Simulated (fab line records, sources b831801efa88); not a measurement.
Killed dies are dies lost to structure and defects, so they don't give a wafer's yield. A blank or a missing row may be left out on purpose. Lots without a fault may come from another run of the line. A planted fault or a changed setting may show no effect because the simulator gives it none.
fab line records | flow sky130
record lots=5 wafers=23
route steps=708 shown CONTACT@419 METAL1@437 VIA1@458 METAL2@485 VIA2@507 METAL3@560
start_h: hours from the record's first day to the start of the lot's first wafer shown | wait_h: hours since the lot's step before | " the same as in the row above | L1.1+2: a row that stands for several wafers | - no value, or no start given | * or withheld: withheld | < > ~ a bound
route shown NAME@n: a module of which the file shows steps, and the number in the route of the first | usual: mean/standard deviation of fault-free wafers | same: alike in all rows | chamber/n: place in a boat | sites: the reading at each site | _std_site: their standard deviation | _edge_site: outer sites' mean less inner sites' | radius_mm: how far each site lies from the wafer's centre | mask NAME#n: copy n | behind: the tool/chamber that last shaped the wafer | hold: why the lot was held/for how many hours/how that ended | device: the transistor (n, p or np) that didn't switch | end of line: the same wafers' tests at the end of the route | a step without rows: its recipe alone | killed: dies lost to structure and defects at the first sort, not the wafer's yield | map: a wafer's dies, x killed, . not, _ none there
set.NAME: the setting as run; set.NAME@STEP: as run at that earlier step | model.NAME: the simulator's own value behind a step, which no gauge read
lots whose settings were changed on purpose; a table a step, a row a wafer
## steps
# step SKY_CONTACT_DEVELOP_13
# recipe develop_time_s=60 resist=KrF-thick dev_temp_c=21
# columns lot.wafer tool chamber start_h wait_h set.develop_time_s
L077.1+4+6 litho_track-04 0 - - 60
L078.1+4+5 litho_track-02 0 - - 52.29
L078.2+6 " 0 " " 60
L081.1+2 litho_track-04 0 - - 52.65
L081.3+4+5 " 0 " " 60
L083.1+3+5 litho_track-02 0 - - 55.55
L083.4+6 " 0 " " 60
L082.2+5 litho_track-04 0 - - 67.59
L082.3+4+6 " 0 " " 60
# step SKY_CONTACT_CD_MEAS_14
# recipe target_cd_nm=170
# usual cd_nm=170.0/1.3
# columns lot.wafer tool chamber start_h wait_h set.develop_time_s@CONTACT_DEVELOP_13 cd_nm
L077.1 cd_sem-02 - 760.29 - 60 168.8
L077.4 " - " " 60 170.0
L077.6 " - " " 60 170.0
L078.1 cd_sem-01 - 770.25 - 52.29 166.2
L078.2 " - " " 60 169.5
L078.4 " - " " 52.29 166.7
L078.5 " - " " 52.29 166.5
L078.6 " - " " 60 168.2
L081.1 cd_sem-02 - 814.89 - 52.65 167.9
L081.2 " - " " 52.65 167.8
L081.3 " - " " 60 170.2
L081.4 " - " " 60 172.1
L081.5 " - " " 60 170.5
L083.1 cd_sem-01 - 815.55 - 55.55 170.5
L083.3 " - " " 55.55 169.2
L083.4 " - " " 60 172.6
L083.5 " - " " 55.55 171.1
L083.6 " - " " 60 172.4
L082.2 cd_sem-02 - 816.06 - 67.59 173.3
L082.3 " - " " 60 168.7
L082.4 " - " " 60 169.3
L082.5 " - " " 67.59 171.3
L082.6 " - " " 60 168.2
# step SKY_CONTACT_SPUTTER_23
# recipe material=TiN target_thk_nm=20 chamber_pressure_pa=5 power_w=4000 time_s=80
# columns lot.wafer tool chamber start_h wait_h set.chamber_pressure_pa model.TiN_of_CONTACT_SPUTTER_23.thk_nm
L077.1 pvd_sputter-04 - 761.17 0.0 5 19.74
L077.4 " - " " 5 20.04
L077.6 " - " " 5 19.92
L078.1+4 pvd_sputter-04 - 771.17 0.0 5.268 18.66
L078.2 " - " " 5.268 18.85
L078.5 " - " " 5.268 18.84
L078.6 " - " " 5.268 18.55
L081.1 pvd_sputter-04 - 815.77 0.0 5.321 19.16
L081.2 " - " " 5.321 18.82
L081.3 " - " " 5.321 18.75
L081.4 " - " " 5.321 19.18
L081.5 " - " " 5.321 18.98
L083.1 pvd_sputter-02 - 816.43 0.0 5 19.88
L083.3 " - " " 5 19.83
L083.4+6 " - " " 5 20.17
L083.5 " - " " 5 20.26
L082.2 pvd_sputter-04 - 816.92 0.0 4.693 21.15
L082.3 " - " " 4.693 20.91
L082.4 " - " " 4.693 21.17
L082.5 " - " " 4.693 20.81
L082.6 " - " " 4.693 20.77
# step SKY_METAL1_SPUTTER_03
# recipe material=Ti target_thk_nm=5 power_w=3000 time_s=3.3 chamber_pressure_pa=0.4
# columns lot.wafer tool chamber start_h wait_h set.time_s model.Ti_of_METAL1_SPUTTER_03.thk_nm
L077.1 pvd_sputter-03 - 761.89 0.0 3.3 4.984
L077.4 " - " " 3.3 5.066
L077.6 " - " " 3.3 5.015
L078.1 pvd_sputter-02 - 771.89 0.0 3.041 4.624
L078.2 " - " " 3.3 4.962
L078.4 " - " " 3.3 4.876
L078.5 " - " " 3.041 4.591
L078.6 " - " " 3.3 4.905
L081.1 pvd_sputter-01 - 816.49 0.0 3.074 4.713
L081.2 " - " " 3.3 4.923
L081.3 " - " " 3.3 5.036
L081.4 " - " " 3.074 4.526
L081.5 " - " " 3.074 4.675
L083.1 pvd_sputter-02 - 817.15 0.0 3.3 5.436
L083.3 " - " " 3.3 5.366
L083.4 " - " " 3.3 5.353
L083.5 " - " " 3.3 5.175
L083.6 " - " " 3.3 5.268
L082.2 pvd_sputter-03 - 817.64 0.0 3.3 4.942
L082.3 " - " " 3.3 4.851
L082.4 " - " " 3.081 4.592
L082.5 " - " " 3.3 4.946
L082.6 " - " " 3.081 4.555
# step SKY_VIA1_HDPCVD_00
# recipe material=SiO2 target_thk_nm=1030 sigma_open_frac=0.3 time_s=171.7 temp_c=400 sih4_flow_sccm=60 pressure_mtorr=6
# columns lot.wafer tool chamber start_h wait_h set.sih4_flow_sccm set.develop_time_s@CONTACT_DEVELOP_13 model.SiO2_of_VIA1_HDPCVD_00.thk_nm
L077.1+6 hdpcvd-02 2,1 790.11 0.0 60 60 1035
L077.4 " 0 " " 60 60 1042
L078.1 hdpcvd-02 2 799.68 0.0 60 52.29 -
L078.2 " 0 " " 60 60 -
L078.4+5 " 2,0 " " 64.87 52.29 -
L078.6 " 1 " " 64.87 60 1123
L081.1 hdpcvd-01 2 843.54 0.0 64.48 52.65 -
L081.2 " 1 " " 64.48 52.65 1098
L081.3 " 0 " " 60 60 -
L081.4 " 2 " " 60 60 1011
L081.5 " 1 " " 64.48 60 -
L083.1 hdpcvd-02 0 843.96 0.0 60 55.55 -
L083.3 " 2 " " 65.7 55.55 1118
L083.4+6 " 2,0 " " 60 60 -
L083.5 " 1 " " 65.7 55.55 -
L082.2 hdpcvd-02 1 844.66 0.0 53.59 67.59 935.5
L082.3 " 0 " " 60 60 1036
L082.4+6 " 2,1 " " 53.59 60 -
L082.5 " 0 " " 60 67.59 -
# step SKY_VIA1_THK_MEAS_01
# recipe reads=SiO2_of_VIA1_HDPCVD_00
# usual VIA1_HDPCVD_THK=1034/11
# columns lot.wafer tool chamber start_h wait_h set.sih4_flow_sccm@VIA1_HDPCVD_00 VIA1_HDPCVD_THK[nm]
L077.1 film_metro-03 - 790.22 0.1 60 1034
L077.4 " - " " 60 1041
L077.6 " - " " 60 1035
L078.1 film_metro-03 - 799.80 0.1 60 1017
L078.2 " - " " 60 1043
L078.4 " - " " 64.87 1097
L078.5 " - " " 64.87 1122
L078.6 " - " " 64.87 1123
L081.1 film_metro-02 - 843.65 0.1 64.48 1113
L081.2 " - " " 64.48 1097
L081.3 " - " " 60 1032
L081.4 " - " " 60 1011
L081.5 " - " " 64.48 1110
L083.1 film_metro-02 - 844.07 0.1 60 1016
L083.3 " - " " 65.7 1117
L083.4 " - " " 60 1023
L083.5 " - " " 65.7 1132
L083.6 " - " " 60 1028
L082.2 film_metro-03 - 844.78 0.1 53.59 936
L082.3 " - " " 60 1036
L082.4 " - " " 53.59 922
L082.5 " - " " 60 1031
L082.6 " - " " 53.59 931
# step SKY_METAL2_SPUTTER_02
# recipe material=AlCu target_thk_nm=250 power_w=10600 time_s=13.3 chamber_pressure_pa=0.4
# columns lot.wafer tool chamber start_h wait_h set.power_w model.AlCu_of_METAL2_SPUTTER_02.thk_nm
L077.1 pvd_sputter-01 - 818.54 0.0 10600 246.8
L077.4 " - " " 10600 251.6
L077.6 " - " " 10600 246.4
L078.1 pvd_sputter-01 - 828.47 0.0 10600 250.9
L078.2 " - " " 11690 280.3
L078.4 " - " " 11690 276.7
L078.5 " - " " 11690 280.5
L078.6 " - " " 10600 251.4
L081.1 pvd_sputter-02 - 871.25 0.0 10600 251.2
L081.2 " - " " 10600 254.2
L081.3 " - " " 10600 248.9
L081.4 " - " " 10600 253.1
L081.5 " - " " 10600 251
L083.1 pvd_sputter-02 - 872.18 0.0 9811 236.4
L083.3 " - " " 10600 250.9
L083.4 " - " " 10600 249.2
L083.5 " - " " 10600 254.1
L083.6 " - " " 9811 233.1
L082.2 pvd_sputter-04 - 872.99 0.0 10600 254.1
L082.3 " - " " 10600 253.9
L082.4 " - " " 10600 252.2
L082.5 " - " " 10050 237
L082.6 " - " " 10050 239.3
# step SKY_METAL2_SPUTTER_04
# recipe material=TiN target_thk_nm=70 power_w=6500 time_s=58.3 chamber_pressure_pa=0.4
# columns lot.wafer tool chamber start_h wait_h set.time_s model.TiN_of_METAL2_SPUTTER_04.thk_nm
L077.1 pvd_sputter-01 - 818.58 0.0 58.3 70.92
L077.4 " - " " 58.3 70.43
L077.6 " - " " 58.3 70.94
L078.1 pvd_sputter-01 - 828.51 0.0 64.18 76.49
L078.2 " - " " 58.3 68.94
L078.4 " - " " 64.18 77.07
L078.5 " - " " 58.3 69.07
L078.6 " - " " 58.3 70.6
L081.1 pvd_sputter-02 - 871.29 0.0 61.34 74.34
L081.2 " - " " 58.3 69.52
L081.3 " - " " 61.34 74.45
L081.4 " - " " 58.3 70.03
L081.5 " - " " 61.34 75.04
L083.1 pvd_sputter-02 - 872.22 0.0 53.03 63.93
L083.3 " - " " 58.3 70.13
L083.4 " - " " 53.03 64.71
L083.5 " - " " 53.03 64.14
L083.6 " - " " 58.3 70.72
L082.2 pvd_sputter-04 - 873.03 0.0 58.3 71.18
L082.3 " - " " 58.3 69.53
L082.4 " - " " 55.4 65.88
L082.5 " - " " 55.4 66.21
L082.6 " - " " 55.4 67.19
# step SKY_METAL2_RS_MEAS_05
# recipe thk_meas_gauge=four-point-probe reads=TiN_of_METAL2_SPUTTER_04+Ti_of_METAL2_SPUTTER_03+AlCu_of_METAL2_SPUTTER_02+TiN_of_METAL2_SPUTTER_01+Ti_of_METAL2_SPUTTER_00
# usual METAL2_ALCU_RS=0.1266/0.0014
# columns lot.wafer tool chamber start_h wait_h set.power_w@METAL2_SPUTTER_02 METAL2_ALCU_RS[ohm/sq]
L077.1 film_metro-04 - 818.63 0.0 10600 0.1285
L077.4 " - " " 10600 0.1257
L077.6 " - " " 10600 0.1288
L078.1 film_metro-02 - 828.56 0.0 10600 0.1264
L078.2 " - " " 11690 0.1127
L078.4 " - " " 11690 0.1142
L078.5 " - " " 11690 0.1126
L078.6 " - " " 10600 0.1261
L081.1 film_metro-02 - 871.34 0.0 10600 0.1258
L081.2 " - " " 10600 0.1245
L081.3 " - " " 10600 0.1272
L081.4 " - " " 10600 0.1254
L081.5 " - " " 10600 0.1259
L083.1 film_metro-02 - 872.27 0.0 9811 0.1346
L083.3 " - " " 10600 0.1263
L083.4 " - " " 10600 0.1272
L083.5 " - " " 10600 0.1247
L083.6 " - " " 9811 0.1361
L082.2 film_metro-03 - 873.10 0.0 10600 0.1245
L082.3 " - " " 10600 0.1249
L082.4 " - " " 10600 0.1256
L082.5 " - " " 10050 0.1341
L082.6 " - " " 10050 0.1326
# step SKY_METAL2_THK_MEAS_06
# recipe thk_meas_gauge=xrf reads=AlCu_of_METAL2_SPUTTER_02
# usual METAL2_ALCU_THK=250.0/2.9
# columns lot.wafer tool chamber start_h wait_h set.power_w@METAL2_SPUTTER_02 METAL2_ALCU_THK[nm]
L077.1 film_metro-04 - 818.75 0.1 10600 247.8
L077.4 " - " " 10600 252.3
L077.6 " - " " 10600 248.7
L078.1 film_metro-02 - 828.68 0.1 10600 247.5
L078.2 " - " " 11690 278.9
L078.4 " - " " 11690 272.1
L078.5 " - " " 11690 278.9
L078.6 " - " " 10600 251.0
L081.1 film_metro-02 - 871.46 0.1 10600 249.0
L081.2 " - " " 10600 253.7
L081.3 " - " " 10600 245.9
L081.4 " - " " 10600 253.6
L081.5 " - " " 10600 247.9
L083.1 film_metro-02 - 872.39 0.1 9811 239.7
L083.3 " - " " 10600 251.2
L083.4 " - " " 10600 251.5
L083.5 " - " " 10600 257.8
L083.6 " - " " 9811 231.8
L082.2 film_metro-03 - 873.21 0.1 10600 251.4
L082.3 " - " " 10600 254.1
L082.4 " - " " 10600 252.1
L082.5 " - " " 10050 236.7
L082.6 " - " " 10050 240.0
# step SKY_METAL2_METAL_ETCH_19
# recipe target_depth_a=3600 stop_on=SiO2 over_etch_frac=0.3 time_s=78 chemistry=Cl2/BCl3 resist_sidewall_deg=88 pressure_mtorr=10 icp_w=900 bias_w=48.5 Cl2_flow_sccm=60 bcl3_flow_sccm=30
# usual oes_product_au=0.855/0.0063
# columns lot.wafer tool chamber start_h wait_h set.time_s oes_product_au
L077.1 rie_metal-02 1 845.17 0.0 78 0.844
L077.4 " 0 " " 78 0.855
L077.6 " 0 " " 78 0.857
L078.1 rie_metal-04 1 854.64 0.0 78 0.837
L078.2 " 0 " " 70.63 0.896
L078.4 " 0 " " 70.63 0.905
L078.5 " 0 " " 78 0.847
L078.6 " 1 " " 70.63 0.913
L081.1 rie_metal-01 1 896.82 0.1 78 0.862
L081.2 " 1 " " 78 0.857
L081.3 " 1 " " 78 0.859
L081.4 " 1 " " 78 0.859
L081.5 " 1 " " 78 0.867
L083.1 rie_metal-02 0 897.72 0.0 81.4 0.844
L083.3 " 1 " " 78 0.862
L083.4 " 0 " " 78 0.838
L083.5 " 1 " " 81.4 0.848
L083.6 " 0 " " 78 0.862
L082.2 rie_metal-04 1 898.67 0.1 74.13 0.884
L082.3 " 1 " " 78 0.857
L082.4 " 0 " " 78 0.854
L082.5 " 0 " " 78 0.860
L082.6 " 1 " " 74.13 0.873
# step SKY_METAL2_STRIP_20
# recipe chemistry=O2/N2 power_w=1400 pressure_mtorr=1500 platen_temp_c=withheld o2_flow_sccm=3000 n2_flow_sccm=300 overash_fraction=0.5
# usual strip_time_to_endpoint_s=2.69/0.042
# columns lot.wafer tool chamber start_h wait_h set.time_s@METAL2_METAL_ETCH_19 strip_time_to_endpoint_s
L077.1 plasma_asher-02 0 845.26 0.1 78 2.74
L077.4 " 1 " " 78 2.73
L077.6 " 0 " " 78 2.71
L078.1 plasma_asher-01 1 854.73 0.1 78 2.67
L078.2 " 0 " " 70.63 2.95
L078.4 " 0 " " 70.63 2.95
L078.5 " 1 " " 78 2.71
L078.6 " 0 " " 70.63 2.90
L081.1 plasma_asher-02 1 897.00 0.1 78 2.63
L081.2 " 0 " " 78 2.65
L081.3 " 0 " " 78 2.64
L081.4 " 1 " " 78 2.62
L081.5 " 1 " " 78 2.64
L083.1 plasma_asher-03 1 897.81 0.1 81.4 2.63
L083.3 " 0 " " 78 2.73
L083.4 " 1 " " 78 2.73
L083.5 " 0 " " 81.4 2.66
L083.6 " 1 " " 78 2.73
L082.2 plasma_asher-01 0 898.79 0.1 74.13 2.82
L082.3 " 0 " " 78 2.71
L082.4 " 1 " " 78 2.68
L082.5 " 0 " " 78 2.73
L082.6 " 1 " " 74.13 2.86
# step SKY_VIA2_HDPCVD_00
# recipe material=SiO2 target_thk_nm=1180 sigma_open_frac=0.3 time_s=196.7 temp_c=400 sih4_flow_sccm=60 pressure_mtorr=6
# columns lot.wafer tool chamber start_h wait_h set.time_s model.SiO2_of_VIA2_HDPCVD_00.thk_nm
L077.1 hdpcvd-02 0 845.89 0.0 196.7 1206
L077.4 " 0 " " 196.7 1199
L077.6 " 2 " " 196.7 1178
L078.1 hdpcvd-02 1 855.34 0.0 196.7 1172
L078.2 " 2 " " 179.9 1099
L078.4 " 1 " " 196.7 1183
L078.5 " 0 " " 196.7 1185
L078.6 " 2 " " 179.9 1087
L081.1 hdpcvd-02 0 897.65 0.0 210.2 1249
L081.2 " 2 " " 196.7 1170
L081.3 " 1 " " 210.2 1254
L081.4 " 2 " " 196.7 1179
L081.5 " 0 " " 196.7 1183
L083.1 hdpcvd-01 0 898.47 0.0 207.7 1241
L083.3 " 2 " " 196.7 1153
L083.4 " 0 " " 196.7 1184
L083.5 " 2 " " 207.7 1225
L083.6 " 1 " " 207.7 1249
L082.2 hdpcvd-01 0 899.38 0.0 177.9 1071
L082.3 " 2 " " 177.9 1078
L082.4 " 0 " " 196.7 1186
L082.5 " 1 " " 196.7 1197
L082.6 " 2 " " 177.9 1053
# step SKY_VIA2_THK_MEAS_01
# recipe reads=SiO2_of_VIA2_HDPCVD_00
# usual VIA2_HDPCVD_THK=1182/12
# columns lot.wafer tool chamber start_h wait_h set.time_s@VIA2_HDPCVD_00 VIA2_HDPCVD_THK[nm]
L077.1 film_metro-01 - 846.01 0.1 196.7 1206
L077.4 " - " " 196.7 1198
L077.6 " - " " 196.7 1178
L078.1 film_metro-01 - 855.46 0.1 196.7 1173
L078.2 " - " " 179.9 1100
L078.4 " - " " 196.7 1183
L078.5 " - " " 196.7 1185
L078.6 " - " " 179.9 1088
L081.1 film_metro-03 - 897.78 0.1 210.2 1249
L081.2 " - " " 196.7 1171
L081.3 " - " " 210.2 1254
L081.4 " - " " 196.7 1179
L081.5 " - " " 196.7 1183
L083.1 film_metro-01 - 898.60 0.1 207.7 1242
L083.3 " - " " 196.7 1153
L083.4 " - " " 196.7 1183
L083.5 " - " " 207.7 1225
L083.6 " - " " 207.7 1249
L082.2 film_metro-04 - 899.52 0.1 177.9 1070
L082.3 " - " " 177.9 1078
L082.4 " - " " 196.7 1187
L082.5 " - " " 196.7 1197
L082.6 " - " " 177.9 1054
# step SKY_METAL3_EXPOSE_10
# recipe mask_id=MM3 na=0.68 source_shape=annular sigma_inner=0.4 sigma_outer=0.8 target_cd_nm=300 dose_mj=28
# columns lot.wafer tool chamber start_h wait_h mask set.dose_mj
L077.1+4+6 krf_scanner-02 0 - - MM3#0 28
L078.1+4+5 krf_scanner-02 0 - - MM3#0 26.38
L078.2+6 " 0 " " MM3#0 28
L081.1+2+5 krf_scanner-01 0 - - MM3#0 26.21
L081.3+4 " 0 " " MM3#0 28
L083.1+3+4 krf_scanner-02 0 - - MM3#0 26.69
L083.5+6 " 0 " " MM3#0 28
L082.2+3+5 krf_scanner-02 0 - - MM3#0 28
L082.4+6 " 0 " " MM3#0 27.03
# step SKY_METAL3_PEB_11
# recipe peb_temp_c=withheld peb_time_s=withheld resist=KrF-thick
# step SKY_METAL3_DEVELOP_12
# recipe develop_time_s=60 resist=KrF-thick dev_temp_c=22.24
# columns lot.wafer tool chamber start_h wait_h set.dose_mj@METAL3_EXPOSE_10 model.METAL3.cd_nm
L077.1 litho_track-03 0 - - 28 298.8
L077.4 " 0 " " 28 298.6
L077.6 " 0 " " 28 300.4
L078.1 litho_track-03 0 - - 26.38 311.5
L078.2 " 0 " " 28 300.5
L078.4 " 0 " " 26.38 311.4
L078.5 " 0 " " 26.38 311
L078.6 " 0 " " 28 300.6
L081.1 litho_track-02 0 - - 26.21 311
L081.2 " 0 " " 26.21 311.3
L081.3 " 0 " " 28 298.8
L081.4 " 0 " " 28 298.9
L081.5 " 0 " " 26.21 310
L083.1 litho_track-01 0 - - 26.69 309.1
L083.3 " 0 " " 26.69 309.7
L083.4 " 0 " " 26.69 311.3
L083.5 " 0 " " 28 301.4
L083.6 " 0 " " 28 301.2
L082.2 litho_track-02 0 - - 28 298.2
L082.3 " 0 " " 28 299.3
L082.4 " 0 " " 27.03 306.5
L082.5 " 0 " " 28 300.3
L082.6 " 0 " " 27.03 306.3
# step SKY_METAL3_CD_MEAS_13
# recipe target_cd_nm=300
# usual cd_nm=299.4/1.2
# columns lot.wafer tool chamber start_h wait_h set.dose_mj@METAL3_EXPOSE_10 cd_nm
L077.1 cd_sem-01 - 926.02 - 28 298.5
L077.4 " - " " 28 298.7
L077.6 " - " " 28 300.4
L078.1 cd_sem-02 - 935.07 - 26.38 312.0
L078.2 " - " " 28 300.0
L078.4 " - " " 26.38 311.2
L078.5 " - " " 26.38 311.1
L078.6 " - " " 28 300.6
L081.1 cd_sem-01 - 974.45 - 26.21 311.4
L081.2 " - " " 26.21 311.4
L081.3 " - " " 28 298.9
L081.4 " - " " 28 298.9
L081.5 " - " " 26.21 310.1
L083.1 cd_sem-01 - 974.77 - 26.69 308.8
L083.3 " - " " 26.69 309.7
L083.4 " - " " 26.69 311.2
L083.5 " - " " 28 301.5
L083.6 " - " " 28 301.4
L082.2 cd_sem-01 - 975.72 - 28 297.7
L082.3 " - " " 28 299.6
L082.4 " - " " 27.03 306.1
L082.5 " - " " 28 300.1
L082.6 " - " " 27.03 306.5
## key
split step=SKY_CONTACT_DEVELOP_13 setting=develop_time_s stated=60 by=wafer
response step=SKY_CONTACT_CD_MEAS_14 reading=cd_nm change=+0.246 per=1% r=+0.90
response step=SKY_VIA1_HDPCVD_00 reading=model.SiO2_of_VIA1_HDPCVD_00.thk_nm change=-7.55 per=1% r=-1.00
split step=SKY_CONTACT_SPUTTER_23 setting=chamber_pressure_pa stated=5 by=lot
response step=SKY_CONTACT_SPUTTER_23 reading=model.TiN_of_CONTACT_SPUTTER_23.thk_nm change=-0.176 per=1% r=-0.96
split step=SKY_METAL1_SPUTTER_03 setting=time_s stated=3.3 by=wafer
response step=SKY_METAL1_SPUTTER_03 reading=model.Ti_of_METAL1_SPUTTER_03.thk_nm change=+0.0459 per=1% r=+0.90
split step=SKY_VIA1_HDPCVD_00 setting=sih4_flow_sccm stated=60 by=wafer
response step=SKY_VIA1_THK_MEAS_01 reading=VIA1_HDPCVD_THK change=+10.4 per=1% r=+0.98
split step=SKY_METAL2_SPUTTER_02 setting=power_w stated=10600 by=wafer
response step=SKY_METAL2_SPUTTER_02 reading=model.AlCu_of_METAL2_SPUTTER_02.thk_nm change=+2.62 per=1% r=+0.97
response step=SKY_METAL2_RS_MEAS_05 reading=METAL2_ALCU_RS change=-0.00131 per=1% r=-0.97
response step=SKY_METAL2_THK_MEAS_06 reading=METAL2_ALCU_THK change=+2.59 per=1% r=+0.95
split step=SKY_METAL2_SPUTTER_04 setting=time_s stated=58.3 by=wafer
response step=SKY_METAL2_SPUTTER_04 reading=model.TiN_of_METAL2_SPUTTER_04.thk_nm change=+0.737 per=1% r=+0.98
split step=SKY_METAL2_METAL_ETCH_19 setting=time_s stated=78 by=wafer
response step=SKY_METAL2_METAL_ETCH_19 reading=oes_product_au change=-0.00557 per=1% r=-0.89
response step=SKY_METAL2_STRIP_20 reading=strip_time_to_endpoint_s change=* per=1% r=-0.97
split step=SKY_VIA2_HDPCVD_00 setting=time_s stated=196.7 by=wafer
response step=SKY_VIA2_HDPCVD_00 reading=model.SiO2_of_VIA2_HDPCVD_00.thk_nm change=+11.6 per=1% r=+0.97
response step=SKY_VIA2_THK_MEAS_01 reading=VIA2_HDPCVD_THK change=+11.7 per=1% r=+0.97
split step=SKY_METAL3_EXPOSE_10 setting=dose_mj stated=28 by=wafer
response step=SKY_METAL3_DEVELOP_12 reading=model.METAL3.cd_nm change=-1.89 per=1% r=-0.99
response step=SKY_METAL3_CD_MEAS_13 reading=cd_nm change=-1.9 per=1% r=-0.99
